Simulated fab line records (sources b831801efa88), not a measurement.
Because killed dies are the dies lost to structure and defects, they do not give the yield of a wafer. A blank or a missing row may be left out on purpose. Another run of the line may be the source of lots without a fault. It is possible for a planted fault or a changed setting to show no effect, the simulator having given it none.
One fault seen from 2 desks -- flow gf180mcu -- numbers are kept per desk, each desk with only its own; the story behind them comes last

== FROM THE METROLOGY DESK ==
Means of the sampled wafers that have a number, per lot and without regard to the tool the lot ran on: this is what the gauges read. A lot is out of limits, marked OUT, if its mean lies more than 4 standard deviations from the usual mean; the brackets give that distance.
Columns: A = V1_OVL at GF_V1_OVL_MEAS_15, usual 3 nm; B = V1_W_RS at GF_V1_RS_MEAS_24, usual 0.326 ohm/sq; C = V1_W_THK at GF_V1_THK_MEAS_25, usual 354 nm
lot,first seen here,A,B,C
L850,day 19 15:40,15,0.331,354
L857,day 22 18:19,7,0.322,355
L859,day 23 03:51,-7,0.328,355
L862,day 24 09:08,6,0.328,352
L861,day 24 11:35,-4,0.320,361
L865,day 25 05:03,3,0.328,350
This desk's verdict: no lot among the 6 shows anything out of limits.

== THE TOOL OWNER'S DESK: pvdSputter-02 ==
The tool's own readings at GF_M2_SPUTTER_00 (material Ti, target thk 37.5 nm, time 150 s): means of the sampled wafers that have a number, for each lot that ran on this tool. A lot is out of limits, marked OUT, if its mean lies more than 4 standard deviations from the usual mean; the brackets give that distance.
Columns: A = throttleValvePct at GF_M2_SPUTTER_00, usual 30.1 %
lot,first seen here,A
L857,day 22 19:43,29.4
L859,day 23 05:14,29.2
L861,day 24 13:03,30.0
This desk's verdict: no lot among the 3 shows anything out of limits.

== BROUGHT TOGETHER ==
From the metrology desk's view, nothing was out of limits.
Nothing out of limits was seen by the tool owner's desk.

== WHAT HAD BEEN PUT IN BY THE SIMULATOR ==
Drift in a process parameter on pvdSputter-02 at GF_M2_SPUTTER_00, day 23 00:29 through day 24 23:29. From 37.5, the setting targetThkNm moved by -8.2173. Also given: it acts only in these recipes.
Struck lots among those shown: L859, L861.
